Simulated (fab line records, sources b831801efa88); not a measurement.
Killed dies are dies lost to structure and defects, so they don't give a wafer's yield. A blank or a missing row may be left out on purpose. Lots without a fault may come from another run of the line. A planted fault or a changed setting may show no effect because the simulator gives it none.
fab line records | flow sky130
record lots=5 wafers=15 last_day=49
route steps=708 shown METAL4@598 CAP2M@603
lots that met no fault: from a run of the same line without faults
start_h: hours from the record's first day to the start of the lot's first wafer shown | wait_h: hours since the lot's step before | " the same as in the row above | L1.1+2: a row that stands for several wafers | - no value, or no start given | * or withheld: withheld | < > ~ a bound
route shown NAME@n: a module of which the file shows steps, and the number in the route of the first | usual: mean/standard deviation of fault-free wafers | same: alike in all rows | chamber/n: place in a boat | sites: the reading at each site | _std_site: their standard deviation | _edge_site: outer sites' mean less inner sites' | radius_mm: how far each site lies from the wafer's centre | mask NAME#n: copy n | behind: the tool/chamber that last shaped the wafer | hold: why the lot was held/for how many hours/how that ended | device: the transistor (n, p or np) that didn't switch | end of line: the same wafers' tests at the end of the route | a step without rows: its recipe alone | killed: dies lost to structure and defects at the first sort, not the wafer's yield | map: a wafer's dies, x killed, . not, _ none there
set.NAME: the setting as run; set.NAME@STEP: as run at that earlier step | model.NAME: the simulator's own value behind a step, which no gauge read
lots at some steps of the route; a table a step, a row a wafer
services: from which hour (start_h, from the record's first day; less than 0 if before it) a tool's chamber was out of use, for how many hours, and why
## steps
# step SKY_METAL4_SPUTTER_00
# recipe material=Ti target_thk_nm=15 power_w=3000 time_s=10 chamber_pressure_pa=0.4
# usual throttle_valve_pct=29.8/1.4
# columns lot.wafer tool chamber start_h wait_h throttle_valve_pct
L081.1 pvd_sputter-03 - 980.28 0.1 27.1
L081.3 " - " " 29.1
L081.5 " - " " 31.2
L083.1 pvd_sputter-04 - 998.14 0.1 28.8
L083.2 " - " " 30.4
L083.3 " - " " 32.3
L087.4 pvd_sputter-03 - 1018.23 0.2 27.7
L087.5 " - " " 31.4
L087.6 " - " " 31.2
L091.1 pvd_sputter-02 - 1047.99 0.2 30.7
L091.2 " - " " 29.2
L091.4 " - " " 29.3
L094.2 pvd_sputter-04 - 1060.87 0.1 32.1
L094.3 " - " " 29.0
L094.5 " - " " 30.4
# step SKY_METAL4_SPUTTER_01
# recipe material=TiN target_thk_nm=20 power_w=6500 time_s=16.7 chamber_pressure_pa=0.4
# usual throttle_valve_pct=29.8/1.4
# columns lot.wafer tool chamber start_h wait_h throttle_valve_pct
L081.1 pvd_sputter-03 - 980.30 0.0 27.0
L081.3 " - " " 29.0
L081.5 " - " " 31.0
L083.1 pvd_sputter-04 - 998.16 0.0 28.6
L083.2 " - " " 30.3
L083.3 " - " " 32.4
L087.4 pvd_sputter-03 - 1018.25 0.0 27.4
L087.5 " - " " 31.5
L087.6 " - " " 30.9
L091.1 pvd_sputter-02 - 1048.01 0.0 30.9
L091.2 " - " " 29.0
L091.4 " - " " 29.2
L094.2 pvd_sputter-04 - 1060.89 0.0 32.1
L094.3 " - " " 28.5
L094.5 " - " " 30.5
# step SKY_METAL4_SPUTTER_02
# recipe material=AlCu target_thk_nm=735 power_w=10600 time_s=39.1 chamber_pressure_pa=0.4
# usual throttle_valve_pct=29.8/1.4
# columns lot.wafer tool chamber start_h wait_h throttle_valve_pct
L081.1 pvd_sputter-03 - 980.33 0.0 27.6
L081.3 " - " " 29.2
L081.5 " - " " 30.7
L083.1 pvd_sputter-04 - 998.19 0.0 28.8
L083.2 " - " " 30.7
L083.3 " - " " 32.2
L087.4 pvd_sputter-03 - 1018.28 0.0 27.2
L087.5 " - " " 31.5
L087.6 " - " " 30.9
L091.1 pvd_sputter-02 - 1048.03 0.0 30.7
L091.2 " - " " 29.1
L091.4 " - " " 29.3
L094.2 pvd_sputter-04 - 1060.92 0.0 32.1
L094.3 " - " " 28.7
L094.5 " - " " 30.6
# step SKY_METAL4_SPUTTER_03
# recipe material=Ti target_thk_nm=5 power_w=3000 time_s=3.3 chamber_pressure_pa=0.4
# usual throttle_valve_pct=29.8/1.4
# columns lot.wafer tool chamber start_h wait_h throttle_valve_pct
L081.1 pvd_sputter-03 - 980.37 0.0 27.3
L081.3 " - " " 29.6
L081.5 " - " " 31.1
L083.1 pvd_sputter-04 - 998.23 0.0 28.6
L083.2 " - " " 30.5
L083.3 " - " " 31.6
L087.4 pvd_sputter-03 - 1018.31 0.0 27.3
L087.5 " - " " 31.4
L087.6 " - " " 31.2
L091.1 pvd_sputter-02 - 1048.07 0.0 30.7
L091.2 " - " " 29.2
L091.4 " - " " 29.4
L094.2 pvd_sputter-04 - 1060.96 0.0 32.2
L094.3 " - " " 28.7
L094.5 " - " " 30.5
# step SKY_METAL4_SPUTTER_04
# recipe material=TiN target_thk_nm=70 power_w=6500 time_s=58.3 chamber_pressure_pa=0.4
# usual throttle_valve_pct=29.8/1.4
# columns lot.wafer tool chamber start_h wait_h throttle_valve_pct
L081.1 pvd_sputter-03 - 980.39 0.0 27.4
L081.3 " - " " 29.2
L081.5 " - " " 31.1
L083.1 pvd_sputter-04 - 998.25 0.0 28.6
L083.2 " - " " 30.7
L083.3 " - " " 32.0
L087.4 pvd_sputter-03 - 1018.35 0.0 27.3
L087.5 " - " " 31.6
L087.6 " - " " 31.2
L091.1 pvd_sputter-02 - 1048.09 0.0 30.7
L091.2 " - " " 28.9
L091.4 " - " " 29.2
L094.2 pvd_sputter-04 - 1060.97 0.0 32.1
L094.3 " - " " 28.8
L094.5 " - " " 30.4
# step SKY_CAP2M_CVD_00
# recipe material=SiO2 target_thk_nm=15.5 temp_c=400 time_s=withheld rf_w=450
# usual heater_power_w=679/75
# columns lot.wafer tool chamber start_h wait_h heater_power_w
L081.1 pecvd-03 2 980.43 0.0 575
L081.3 " 1 " " 699
L081.5 " 1 " " 718
L083.1 pecvd-03 0 998.30 0.0 586
L083.2 " 1 " " 711
L083.3 " 2 " " 642
L087.4 pecvd-02 1 1018.38 0.0 664
L087.5 " 1 " " 630
L087.6 " 0 " " 753
L091.1 pecvd-03 1 1048.14 0.0 726
L091.2 " 2 " " 685
L091.4 " 2 " " 688
L094.2 pecvd-02 2 1061.02 0.0 833
L094.3 " 1 " " 598
L094.5 " 0 " " 766
# step SKY_CAP2M_THK_MEAS_01
# recipe reads=SiO2_of_CAP2M_CVD_00
# usual CAP2M_CVD_00_THK=15.45/0.25
# columns lot.wafer tool chamber start_h wait_h CAP2M_CVD_00_THK[nm]
L081.1 film_metro-04 - 980.46 - 15.83
L081.3 " - " " 15.55
L081.5 " - " " 15.85
L083.1 film_metro-04 - 998.32 - 14.99
L083.2 " - " " 15.34
L083.3 " - " " 15.77
L087.4 film_metro-02 - 1018.43 - 15.25
L087.5 " - " " 15.35
L087.6 " - " " 15.75
L091.1 film_metro-03 - 1048.16 - 15.50
L091.2 " - " " 15.41
L091.4 " - " " 16.11
L094.2 film_metro-04 - 1061.05 - 15.28
L094.3 " - " " 15.19
L094.5 " - " " 15.69
# step SKY_CAP2M_SPUTTER_02
# recipe material=TiN target_thk_nm=200 temp_c=300 power_w=6500 time_s=166.7 chamber_pressure_pa=0.4
# usual throttle_valve_pct=29.8/1.1
# columns lot.wafer tool chamber start_h wait_h throttle_valve_pct
L081.1 pvd_sputter-01 - 980.52 0.1 30.8
L081.3 " - " " 29.0
L081.5 " - " " 31.0
L083.1 pvd_sputter-02 - 998.38 0.1 28.4
L083.2 " - " " 29.1
L083.3 " - " " 29.3
L087.4 pvd_sputter-01 - 1018.46 0.0 30.8
L087.5 " - " " 29.0
L087.6 " - " " 30.0
L091.1 pvd_sputter-03 - 1048.22 0.1 29.5
L091.2 " - " " 31.0
L091.4 " - " " 31.1
L094.2 pvd_sputter-02 - 1061.10 0.0 29.3
L094.3 " - " " 28.4
L094.5 " - " " 29.1
# step SKY_CAP2M_RS_MEAS_03
# recipe thk_meas_gauge=four-point-probe reads=TiN_of_CAP2M_SPUTTER_02
# usual CAP2M_TIN_RS=6.90/0.082
# columns lot.wafer tool chamber start_h wait_h CAP2M_TIN_RS[ohm/sq]
L081.1 film_metro-02 - 980.63 0.1 6.93
L081.3 " - " " 6.87
L081.5 " - " " 6.93
L083.1 film_metro-02 - 998.49 0.1 6.78
L083.2 " - " " 6.75
L083.3 " - " " 6.79
L087.4 film_metro-03 - 1018.63 0.1 6.96
L087.5 " - " " 6.89
L087.6 " - " " 6.84
L091.1 film_metro-03 - 1048.33 0.1 6.81
L091.2 " - " " 6.89
L091.4 " - " " 6.89
L094.2 film_metro-03 - 1061.23 0.1 6.97
L094.3 " - " " 6.93
L094.5 " - " " 6.94
# step SKY_CAP2M_THK_MEAS_04
# recipe thk_meas_gauge=xrf reads=TiN_of_CAP2M_SPUTTER_02
# usual CAP2M_TIN_THK=202.7/2.6
# columns lot.wafer tool chamber start_h wait_h CAP2M_TIN_THK[nm]
L081.1 film_metro-02 - 980.75 0.1 202.4
L081.3 " - " " 204.4
L081.5 " - " " 202.9
L083.1 film_metro-02 - 998.61 0.1 207.6
L083.2 " - " " 208.2
L083.3 " - " " 207.3
L087.4 film_metro-03 - 1018.72 0.1 200.9
L087.5 " - " " 203.1
L087.6 " - " " 204.7
L091.1 film_metro-03 - 1048.45 0.1 205.4
L091.2 " - " " 201.9
L091.4 " - " " 203.4
L094.2 film_metro-03 - 1061.34 0.1 199.9
L094.3 " - " " 200.5
L094.5 " - " " 201.5
# step SKY_CAP2M_DEHYDRATE_05
# recipe temp_c=200 time_s=60
# columns lot.wafer tool chamber start_h wait_h
L081.1+3+5 litho_track-01 0 991.82 11.1
L083.1+2+3 litho_track-04 0 1010.44 11.8
L087.4+5+6 litho_track-04 0 1029.17 10.4
L091.1+2+4 litho_track-04 0 1059.24 10.8
L094.2+3+5 litho_track-01 0 1070.50 9.1
# step SKY_CAP2M_HMDS_06
# recipe prime_time_s=60 prime_temp_c=120
# columns lot.wafer tool chamber start_h wait_h
L081.1+3+5 litho_track-01 0 991.97 0.1
L083.1+2+3 litho_track-04 0 1010.59 0.1
L087.4+5+6 litho_track-04 0 1029.32 0.1
L091.1+2+4 litho_track-04 0 1059.39 0.1
L094.2+3+5 litho_track-01 0 1070.65 0.1
# step SKY_CAP2M_COAT_07
# recipe resist=NOVOLAK spin_rpm=3000 resist_thk_nm=1140
# columns lot.wafer tool chamber start_h wait_h
L081.1+3+5 litho_track-01 0 992.12 0.1
L083.1+2+3 litho_track-04 0 1010.74 0.1
L087.4+5+6 litho_track-04 0 1029.47 0.1
L091.1+2+4 litho_track-04 0 1059.54 0.1
L094.2+3+5 litho_track-01 0 1070.80 0.1
# step SKY_CAP2M_SOFTBAKE_08
# recipe temp_c=90 time_s=60 resist=NOVOLAK
# columns lot.wafer tool chamber start_h wait_h
L081.1+3+5 litho_track-01 0 992.27 0.1
L083.1+2+3 litho_track-04 0 1010.89 0.1
L087.4+5+6 litho_track-04 0 1029.62 0.1
L091.1+2+4 litho_track-04 0 1059.69 0.1
L094.2+3+5 litho_track-01 0 1070.95 0.1
# step SKY_CAP2M_EXPOSE_09
# recipe mask_id=CAP2M na=0.6 source_shape=conventional sigma_outer=0.6 polarization=unpolarized target_cd_nm=1000 dose_mj=159
# columns lot.wafer tool chamber start_h wait_h mask
L081.1+3+5 iline_stepper-01 0 - - CAP2M#0
L083.1+2+3 iline_stepper-01 0 - - CAP2M#0
L087.4+5+6 iline_stepper-01 0 - - CAP2M#0
L091.1+2+4 iline_stepper-02 0 - - CAP2M#0
L094.2+3+5 iline_stepper-02 0 - - CAP2M#0
# step SKY_CAP2M_PEB_10
# recipe temp_c=withheld time_s=* resist=NOVOLAK
# columns lot.wafer tool chamber start_h wait_h
L081.1+3+5 litho_track-04 0 - -
L083.1+2+3 litho_track-01 0 - -
L087.4+5+6 litho_track-02 0 - -
L091.1+2+4 litho_track-02 0 - -
L094.2+3+5 litho_track-01 0 - -
# step SKY_CAP2M_DEVELOP_11
# recipe resist=NOVOLAK developer=TMAH develop_time_s=60 dev_temp_c=23
# columns lot.wafer tool chamber start_h wait_h
L081.1+3+5 litho_track-04 0 1003.44 0.1
L083.1+2+3 litho_track-01 0 1021.02 0.1
L087.4+5+6 litho_track-02 0 1041.76 0.1
L091.1+2+4 litho_track-02 0 1069.14 0.1
L094.2+3+5 litho_track-01 0 1081.40 0.1
# step SKY_CAP2M_OVL_MEAS_12
# usual CAP2M_OVL=0.8/1.2
# columns lot.wafer tool chamber start_h wait_h CAP2M_OVL[nm]
L081.1 overlay-02 - 1003.59 0.1 1.0
L081.3 " - " " 0.5
L081.5 " - " " 0.8
L083.1 overlay-02 - 1021.17 0.1 0.6
L083.2 " - " " -0.1
L083.3 " - " " 1.0
L087.4 overlay-01 - 1041.86 0.1 2.0
L087.5 " - " " 2.0
L087.6 " - " " 2.4
L091.1 overlay-02 - 1069.29 0.1 2.3
L091.2 " - " " 0.4
L091.4 " - " " 2.3
L094.2 overlay-01 - 1081.53 0.1 2.9
L094.3 " - " " 2.9
L094.5 " - " " 1.2
# step SKY_CAP2M_METAL_ETCH_13
# recipe target_depth_nm=220 stop_on=SiO2 chemistry=Cl2/BCl3 target=TiN pressure_mtorr=10 icp_w=900 bias_w=48.5 Cl2_flow_sccm=60 bcl3_flow_sccm=30 time_s=62.9
# usual chamber_pressure_mTorr=10.001/0.0093 drypump_motor_current_A=5.9/0.43 oes_product_au=0.943/0.0077 throttle_valve_pct=21.900/0.0099
# columns lot.wafer tool chamber start_h wait_h chamber_pressure_mTorr drypump_motor_current_A oes_product_au rf_hours_counter_h throttle_valve_pct
L081.1 rie_metal-01 0 1003.63 0.0 10.015 6.3 0.937 14 21.893
L081.3 " 1 " " 10.002 5.5 0.941 - 21.890
L081.5 " 0 " " 10.015 6.3 0.947 - 21.899
L083.1 rie_metal-03 1 1021.21 0.0 10.004 6.2 0.949 14 21.899
L083.2 " 0 " " 10.011 5.8 0.950 12 21.892
L083.3 " 1 " " 9.987 6.2 0.953 - 21.878
L087.4 rie_metal-03 0 1041.90 0.0 9.992 5.8 0.941 - 21.884
L087.5 " 1 " " 10.007 6.2 0.944 - 21.905
L087.6 " 0 " " 10.009 5.7 0.954 - 21.883
L091.1 rie_metal-01 0 1069.32 0.0 10.002 6.3 0.952 18 21.899
L091.2 " 1 " " 9.989 5.5 0.939 17 21.901
L091.4 " 1 " " 10.015 5.5 0.947 - 21.896
L094.2 rie_metal-01 0 1081.56 0.0 10.000 6.3 0.938 19 21.895
L094.3 " 1 " " 9.994 5.5 0.938 - 21.907
L094.5 " 1 " " 10.011 5.5 0.937 - 21.907
# step SKY_CAP2M_STRIP_14
# recipe chemistry=O2/N2 power_w=1400 pressure_mtorr=1500 platen_temp_c=withheld o2_flow_sccm=3000 n2_flow_sccm=300 overash_fraction=0.5
# usual chamber_pressure_mTorr=1499.8/1.4 drypump_motor_current_A=5.7/0.32 oes_product_au=0.710/0.0046 strip_time_to_endpoint_s=12.65/0.047
# same overash_fraction=0.5
# columns lot.wafer tool chamber start_h wait_h chamber_pressure_mTorr drypump_motor_current_A oes_product_au rf_hours_counter_h strip_time_to_endpoint_s
L081.1 plasma_asher-03 1 1003.71 0.1 1499.6 6.4 0.713 115 12.73
L081.3 " 0 " " 1499.3 5.5 0.706 - 12.69
L081.5 " 1 " " 1499.4 6.4 0.704 - 12.69
L083.1 plasma_asher-01 0 1021.29 0.1 1498.0 5.9 0.704 29 12.64
L083.2 " 1 " " 1497.9 5.4 0.704 29 12.68
L083.3 " 0 " " 1502.6 5.9 0.707 - 12.72
L087.4 plasma_asher-01 0 1041.99 0.1 1500.4 5.9 0.712 - 12.60
L087.5 " 1 " " 1499.1 5.3 0.710 - 12.65
L087.6 " 0 " " 1498.3 5.9 0.707 - 12.61
L091.1 plasma_asher-04 1 1069.40 0.1 1500.5 5.5 0.708 97 12.63
L091.2 " 0 " " 1498.8 5.5 0.712 97 12.62
L091.4 " 1 " " 1499.3 5.5 0.713 - 12.64
L094.2 plasma_asher-04 1 1081.64 0.1 1499.2 5.5 0.709 98 12.71
L094.3 " 1 " " 1499.8 5.5 0.713 - 12.69
L094.5 " 1 " " 1501.2 5.5 0.721 - 12.69
# step SKY_CAP2M_STRIP_15
# recipe chemistry=post_etch_residue_remover time_s=1200 temp_c=72.5
# usual temp_c=72.50/0.12
# columns lot.wafer tool chamber start_h wait_h temp_c
L081.1 wet_bench-01 2 1003.81 0.1 72.33
L081.3 " 2 " " 72.38
L081.5 " 2 " " 72.47
L083.1 wet_bench-02 2 1021.39 0.1 72.59
L083.2 " 2 " " 72.66
L083.3 " 2 " " 72.48
L087.4 wet_bench-01 0 1042.05 0.0 72.33
L087.5 " 0 " " 72.55
L087.6 " 0 " " 72.43
L091.1 wet_bench-04 1 1069.50 0.1 72.41
L091.2 " 1 " " 72.54
L091.4 " 1 " " 72.59
L094.2 wet_bench-04 2 1081.78 0.1 72.29
L094.3 " 2 " " 72.30
L094.5 " 2 " " 72.35
# step SKY_CAP2M_CLEAN_16
# recipe chemistry=IPA time_s=180 temp_c=25
# usual temp_c=25.00/0.093
# columns lot.wafer tool chamber start_h wait_h temp_c
L081.1 wet_bench-02 0 1004.18 0.0 24.96
L081.3 " 0 " " 25.09
L081.5 " 0 " " 25.00
L083.1 wet_bench-04 1 1021.73 0.0 25.16
L083.2 " 1 " " 25.13
L083.3 " 1 " " 25.15
L087.4 wet_bench-02 3 1042.39 0.0 24.91
L087.5 " 3 " " 24.95
L087.6 " 3 " " 24.94
L091.1 wet_bench-02 0 1069.84 0.0 24.88
L091.2 " 0 " " 24.97
L091.4 " 0 " " 24.96
L094.2 wet_bench-01 0 1082.12 0.0 24.92
L094.3 " 0 " " 24.84
L094.5 " 0 " " 24.70
# step SKY_CAP2M_CLEAN_17
# recipe chemistry=O3/DIW dry=n2_spin
# columns lot.wafer tool chamber start_h wait_h
L081.1+3+5 wet_bench-04 1 1004.24 0.0
L083.1+2+3 wet_bench-02 0 1021.79 0.0
L087.4+5+6 wet_bench-01 3 1042.45 0.0
L091.1+2+4 wet_bench-01 1 1069.96 0.0
L094.2+3+5 wet_bench-04 3 1082.18 0.0
# step SKY_METAL4_DEHYDRATE_05
# recipe temp_c=200 time_s=60
# columns lot.wafer tool chamber start_h wait_h
L081.1+3+5 litho_track-02 0 1015.24 10.9
L083.1+2+3 litho_track-02 0 1033.04 11.2
L087.4+5+6 litho_track-01 0 1052.00 9.5
L091.1+2+4 litho_track-03 0 1080.79 10.7
L094.2+3+5 litho_track-03 0 1090.92 8.6
# step SKY_METAL4_HMDS_06
# recipe prime_time_s=60 prime_temp_c=120
# columns lot.wafer tool chamber start_h wait_h
L081.1+3+5 litho_track-02 0 1015.39 0.1
L083.1+2+3 litho_track-02 0 1033.19 0.1
L087.4+5+6 litho_track-01 0 1052.15 0.1
L091.1+2+4 litho_track-03 0 1080.94 0.1
L094.2+3+5 litho_track-03 0 1091.07 0.1
# step SKY_METAL4_COAT_07
# recipe resist=BARC temp_c=withheld time_s=withheld spin_rpm=3000 resist_thk_nm=60
# columns lot.wafer tool chamber start_h wait_h
L081.1+3+5 litho_track-02 0 1015.54 0.1
L083.1+2+3 litho_track-02 0 1033.34 0.1
L087.4+5+6 litho_track-01 0 1052.30 0.1
L091.1+2+4 litho_track-03 0 1081.09 0.1
L094.2+3+5 litho_track-03 0 1091.22 0.1
# step SKY_METAL4_COAT_08
# recipe resist=KrF-thick spin_rpm=3000 resist_thk_nm=1140
# columns lot.wafer tool chamber start_h wait_h
L081.1+3+5 litho_track-02 0 - -
L083.1+2+3 litho_track-02 0 - -
L087.4+5+6 litho_track-01 0 - -
L091.1+2+4 litho_track-03 0 - -
L094.2+3+5 litho_track-03 0 - -
# step SKY_METAL4_SOFTBAKE_09
# recipe temp_c=100 time_s=90 resist=KrF-thick
# columns lot.wafer tool chamber start_h wait_h
L081.1+3+5 litho_track-02 0 - -
L083.1+2+3 litho_track-02 0 - -
L087.4+5+6 litho_track-01 0 - -
L091.1+2+4 litho_track-03 0 - -
L094.2+3+5 litho_track-03 0 - -
# step SKY_METAL4_EXPOSE_10
# recipe mask_id=MM4 na=0.68 source_shape=annular sigma_inner=0.4 sigma_outer=0.8 target_cd_nm=300 dose_mj=28
# columns lot.wafer tool chamber start_h wait_h mask
L081.1+3+5 krf_scanner-01 0 - - MM4#0
L083.1+2+3 krf_scanner-02 0 - - MM4#0
L087.4+5+6 krf_scanner-02 0 - - MM4#0
L091.1+2+4 krf_scanner-01 0 - - MM4#0
L094.2+3+5 krf_scanner-02 0 - - MM4#0
# step SKY_METAL4_PEB_11
# recipe peb_temp_c=withheld peb_time_s=withheld resist=KrF-thick
# columns lot.wafer tool chamber start_h wait_h
L081.1+3+5 litho_track-03 0 - -
L083.1+2+3 litho_track-02 0 - -
L087.4+5+6 litho_track-02 0 - -
L091.1+2+4 litho_track-02 0 - -
L094.2+3+5 litho_track-01 0 - -
# step SKY_METAL4_DEVELOP_12
# recipe develop_time_s=60 resist=KrF-thick dev_temp_c=21
# columns lot.wafer tool chamber start_h wait_h
L081.1+3+5 litho_track-03 0 - -
L083.1+2+3 litho_track-02 0 - -
L087.4+5+6 litho_track-02 0 - -
L091.1+2+4 litho_track-02 0 - -
L094.2+3+5 litho_track-01 0 - -
# step SKY_METAL4_CD_MEAS_13
# recipe target_cd_nm=300
# usual cd_nm=300.0/1.6
# columns lot.wafer tool chamber start_h wait_h cd_nm
L081.1 cd_sem-02 - 1026.84 - 298.8
L081.3 " - " " 299.5
L081.5 " - " " 297.6
L083.1 cd_sem-02 - 1044.64 - 301.8
L083.2 " - " " 302.8
L083.3 " - " " 302.9
L087.4 cd_sem-01 - 1063.40 - 302.1
L087.5 " - " " 299.4
L087.6 " - " " 298.9
L091.1 cd_sem-02 - 1090.99 - 299.6
L091.2 " - " " 299.8
L091.4 " - " " 298.5
L094.2 cd_sem-02 - 1102.24 - 301.2
L094.3 " - " " 301.1
L094.5 " - " " 301.8
# step SKY_METAL4_OVL_MEAS_14
# usual METAL4_OVL=3/5.6
# columns lot.wafer tool chamber start_h wait_h METAL4_OVL[nm]
L081.1 overlay-01 - 1026.96 0.1 -3
L081.3 " - " " -5
L081.5 " - " " -6
L083.1 overlay-01 - 1044.76 0.1 0
L083.2 " - " " 8
L083.3 " - " " -1
L087.4 overlay-01 - 1063.48 0.1 0
L087.5 " - " " -2
L087.6 " - " " 8
L091.1 overlay-02 - 1091.11 0.1 5
L091.2 " - " " 6
L091.4 " - " " 9
L094.2 overlay-01 - 1102.35 0.1 14
L094.3 " - " " 10
L094.5 " - " " 5
# step SKY_METAL4_DESCUM_15
# recipe chemistry=O2 source_power_w=150 bias_power_w=0 pressure_mtorr=10 temp_c=40 time_s=8
# usual chamber_pressure_mTorr=9.999/0.0096 drypump_motor_current_A=5.7/0.42 oes_product_au=1.001/0.01 temp_c=40.00/0.1
# columns lot.wafer tool chamber start_h wait_h chamber_pressure_mTorr drypump_motor_current_A oes_product_au rf_hours_counter_h temp_c
L081.1 rie_metal-01 1 1027.00 0.0 9.999 5.5 1.001 14 40.00
L081.3 " 0 " " 9.996 6.3 0.990 - 39.98
L081.5 " 1 " " 10.010 5.5 0.992 - 40.02
L083.1 rie_metal-01 0 1044.79 0.0 9.985 6.3 0.994 17 40.04
L083.2 " 1 " " 10.009 5.5 0.981 15 40.24
L083.3 " 0 " " 9.984 6.3 0.990 - 39.98
L087.4 rie_metal-04 0 1063.51 0.0 10.003 5.7 1.016 - 39.92
L087.5 " 0 " " 9.997 5.7 1.003 - 39.96
L087.6 " 1 " " 10.002 5.4 0.997 - 39.94
L091.1 rie_metal-02 0 1091.14 0.0 9.987 6.2 1.024 20 40.17
L091.2 " 1 " " 9.999 5.1 1.004 9 39.95
L091.4 " 1 " " 10.005 5.1 1.008 - 40.09
L094.2 rie_metal-02 1 1102.38 0.0 9.977 5.1 1.006 10 40.11
L094.3 " 1 " " 9.986 5.1 1.005 - 40.02
L094.5 " 0 " " 9.983 6.2 1.017 - 40.14
# step SKY_METAL4_ETCH_16
# recipe chemistry=N2/H2 target=BARC ion_energy_ev=200 bias_w=100 pressure_mtorr=30 n2_flow_sccm=100 h2_flow_sccm=200 icp_w=500 stop_on=SiO2 time_s=88.2 target_depth_a=600
# usual chamber_pressure_mTorr=30.001/0.025 drypump_motor_current_A=5.7/0.42 h2_flow_sccm=200.1/0.55 oes_product_au=0.626/0.0044 throttle_valve_pct=13.207/0.0095
# columns lot.wafer tool chamber start_h wait_h chamber_pressure_mTorr drypump_motor_current_A h2_flow_sccm oes_product_au rf_hours_counter_h throttle_valve_pct
L081.1 rie_metal-01 1 1027.03 0.0 29.951 5.5 200.0 0.632 14 13.201
L081.3 " 0 " " 30.040 6.4 200.1 0.619 - 13.196
L081.5 " 1 " " 29.988 5.5 199.7 0.624 - 13.207
L083.1 rie_metal-01 0 1044.83 0.0 30.003 6.3 200.5 0.631 17 13.197
L083.2 " 1 " " 29.987 5.5 200.4 0.623 15 13.219
L083.3 " 0 " " 30.008 6.3 200.3 0.628 - 13.220
L087.4 rie_metal-04 0 1063.56 0.0 30.053 5.7 200.8 0.634 - 13.204
L087.5 " 0 " " 30.029 5.7 200.7 0.628 - 13.194
L087.6 " 1 " " 30.010 5.4 201.0 0.629 - 13.195
L091.1 rie_metal-02 0 1091.18 0.0 30.004 6.3 200.8 0.630 20 13.209
L091.2 " 1 " " 30.025 5.2 200.1 0.622 9 13.209
L091.4 " 1 " " 29.991 5.2 199.8 0.623 - 13.213
L094.2 rie_metal-02 1 1102.42 0.0 29.997 5.1 201.4 0.628 10 13.213
L094.3 " 1 " " 29.987 5.1 201.7 0.623 - 13.219
L094.5 " 0 " " 29.972 6.2 200.0 0.625 - 13.215
# step SKY_METAL4_ETCH_17
# recipe target=SiO2 stop_on=TiN chemistry=C4F8/O2/Ar source_w=1500 bias_w=1200 pressure_mtorr=40 c4f8_flow_sccm=withheld O2_flow_sccm=6 Ar_flow_sccm=300 time_s=3.9 target_depth_a=150
# usual chamber_pressure_mTorr=40.00/0.036 oes_product_au=0.753/0.0078
# columns lot.wafer tool chamber start_h wait_h chamber_pressure_mTorr oes_product_au rf_hours_counter_h
L081.1 rie_diel-01 3 1027.13 0.1 40.02 0.767 13
L081.3 " 2 " " 39.99 0.754 14
L081.5 " 0 " " 39.96 0.757 -
L083.1 rie_diel-01 0 1044.92 0.1 39.97 0.738 12
L083.2 " 2 " " 40.04 0.750 15
L083.3 " 1 " " 40.03 0.763 9
L087.4 rie_diel-03 3 1063.62 0.0 39.99 0.754 24
L087.5 " 2 " " 39.94 0.749 -
L087.6 " 1 " " 40.02 0.763 -
L091.1 rie_diel-02 1 1091.27 0.1 39.94 0.754 0
L091.2 " 0 " " 39.97 0.756 20
L091.4 " 3 " " 40.03 0.770 22
L094.2 rie_diel-02 1 1102.55 0.1 39.93 0.760 0
L094.3 " 2 " " 40.00 0.750 20
L094.5 " 3 " " 40.01 0.762 -
# step SKY_METAL4_METAL_ETCH_18
# recipe target_depth_a=8450 stop_on=SiO2 over_etch_frac=0.3 time_s=183.1 chemistry=Cl2/BCl3 resist_sidewall_deg=88 pressure_mtorr=10 icp_w=900 bias_w=48.5 Cl2_flow_sccm=60 bcl3_flow_sccm=30
# usual chamber_pressure_mTorr=9.999/0.0089 drypump_motor_current_A=5.7/0.41 oes_product_au=0.865/0.0062 throttle_valve_pct=22.264/0.0098
# columns lot.wafer tool chamber start_h wait_h chamber_pressure_mTorr drypump_motor_current_A oes_product_au rf_hours_counter_h throttle_valve_pct
L081.1 rie_metal-02 1 1027.15 0.0 9.988 5.1 0.865 4 22.267
L081.3 " 0 " " 9.999 6.2 0.864 - 22.253
L081.5 " 1 " " 10.005 5.1 0.872 - 22.273
L083.1 rie_metal-02 0 1044.94 0.0 10.006 6.2 0.861 17 22.261
L083.2 " 1 " " 9.996 5.1 0.863 6 22.248
L083.3 " 1 " " 10.004 5.1 0.857 - 22.247
L087.4 rie_metal-01 0 1063.70 0.1 9.990 6.3 0.859 - 22.270
L087.5 " 1 " " 10.009 5.5 0.868 - 22.263
L087.6 " 0 " " 9.985 6.3 0.871 - 22.252
L091.1 rie_metal-04 1 1091.29 0.0 10.000 5.4 0.859 22 22.271
L091.2 " 0 " " 9.991 5.7 0.857 18 22.269
L091.4 " 0 " " 10.012 5.7 0.867 - 22.271
L094.2 rie_metal-04 1 1102.57 0.0 10.005 5.3 0.870 23 22.270
L094.3 " 0 " " 9.998 5.7 0.866 - 22.277
L094.5 " 0 " " 10.008 5.7 0.861 - 22.256
## services
# columns tool chamber start_h hours kind
iline_stepper-02 - 970.38 1.7 pm
plasma_asher-01 - 977.68 5.4 repair
rie_diel-01 2 980.02 3.1 repair
pecvd-03 - 982.54 1.3 repair
pvd_sputter-03 - 986.14 23.3 repair
plasma_asher-04 - 990.86 10.1 repair
iline_stepper-02 - 993.46 0.8 repair
pvd_sputter-04 - 1000.32 8.0 repair
rie_diel-02 1 1001.89 4.4 repair
rie_diel-01 - 1009.36 0.3 repair
krf_scanner-02 - 1012.17 7.2 pm
krf_scanner-01 - 1019.37 0.8 pm
pecvd-02 1 1020.02 2.4 repair
krf_scanner-01 - 1028.90 1.0 pm
rie_diel-01 2 1031.87 7.1 repair
rie_metal-01 - 1050.62 2.8 pm
krf_scanner-02 - 1056.96 0.8 pm
pecvd-03 - 1065.61 0.6 repair
krf_scanner-02 - 1066.53 1.0 pm
krf_scanner-02 - 1070.15 0.8 pm
pecvd-03 0 1076.62 7.2 repair
pecvd-03 1 1077.68 6.0 repair
wet_bench-02 - 1080.79 64.8 pm
rie_metal-02 - 1093.19 1.4 pm
## key
fault none
